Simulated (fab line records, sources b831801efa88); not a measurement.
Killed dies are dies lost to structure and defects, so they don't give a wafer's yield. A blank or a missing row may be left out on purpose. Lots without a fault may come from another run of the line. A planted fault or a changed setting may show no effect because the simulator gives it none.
Problem report in the 8D (eight disciplines) form, filled by code | flow gf180mcu | the parts of the form that need people (team, actions taken, sign-off) are left out

1. THE PROBLEM
M3_ALCU_RS at GF_M3_RS_MEAS_05 reads a mean of 0.0952 ohm/sq on 4 wafers of 3 lots; wafers without a fault read 0.0696 ohm/sq with a standard deviation of 0.00079. That is +32 standard deviations from the usual mean.
The step: measures by four-point-probe.
First seen on wafer L836.2, day 27 17:52, on film_metro-02. The record holds 36 wafers of 12 lots with a number at this step. Rule for "out", or "out of limits": more than 4 standard deviations from the usual mean. The other wafers with a number count as sound.

2. WHAT IT IS AND WHAT IT IS NOT
question                    | is                             | is not
which readings at this step | M3_ALCU_RS                     | -
which lots                  | L835, L836, L837               | L814, L816, L817, L820, L821, L822, L823, L824, L827
which wafers of those lots  | L835.4, L835.5, L836.2, L837.1 | L835.6, L836.3, L836.6, L837.2, L837.3
read on which gauges        | film_metro-01, film_metro-02   | film_metro-03
when                        | from day 27 17:52              | up to then (29 sound wafers); but 3 sound wafers of L835, L837 came after

3. SUSPECTS, AND WHAT RULES EACH OUT
Counting: a tool at a process step up to the reading stays a suspect if it ran every lot that is out. Sound lots after the first of them don't rule it out here, since some wafers of a struck lot are sound.
- the gauge at GF_M3_RS_MEAS_05: ruled out. The wafers that are out were read on 2 gauges (film_metro-01, film_metro-02).
- pvd_sputter-02 at GF_M2_SPUTTER_04 (material TiN, target thk 50 nm, time 41.7 s): kept. It ran every lot that is out, first L836 (day 25 22:03); its last sound lot up to then is L824 (day 22 02:03).
- pvd_sputter-03 at GF_M3_SPUTTER_02 (material AlCu, target thk 450 nm, time 23.9 s): kept. It ran every lot that is out, first L836 (day 27 17:45); its last sound lot up to then is L827 (day 25 12:48).
Left after counting: pvd_sputter-02 at GF_M2_SPUTTER_04, pvd_sputter-03 at GF_M3_SPUTTER_02.

4. THE CAUSE (what the simulator had put in)
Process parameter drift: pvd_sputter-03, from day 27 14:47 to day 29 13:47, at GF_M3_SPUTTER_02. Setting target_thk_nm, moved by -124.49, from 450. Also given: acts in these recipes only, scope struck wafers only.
Counting left 2 suspects, and this tool is among them.

5. THE CHAIN OF EFFECTS, in route order
Each row: a reading whose mean over the struck wafers that have a number lies more than 3 standard deviations from the usual. Only readings for which the record gives a usual standard deviation are gone through. hours: the time from each lot's start at the first step in this table that gives one to its start at this step, as a median over the lots. sigmas: the change in usual standard deviations.
hours | step              | reading     | usual         | on struck wafers | change  | sigmas
0     | GF_M3_RS_MEAS_05  | M3_ALCU_RS  | 0.0696 ohm/sq | 0.0952           | +0.0256 | +32
0     | GF_M3_THK_MEAS_06 | M3_ALCU_THK | 451 nm        | 331              | -120    | -21

6. WHAT WOULD HAVE CAUGHT IT SOONER
In this record the first reading out of limits at a measuring or inspecting step was taken at day 27 17:52, 3 hours after the fault began at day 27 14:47.
Of the tool readings at GF_M3_SPUTTER_02 for which the record gives a usual standard deviation, none was out on any struck wafer, so an alarm limit of 4 standard deviations on them would not have fired.
Of the lots that are out (3), L835, L837 began GF_M3_SPUTTER_02 on pvd_sputter-03 after day 27 17:52. A hold on the tool at that time would have spared those 2.
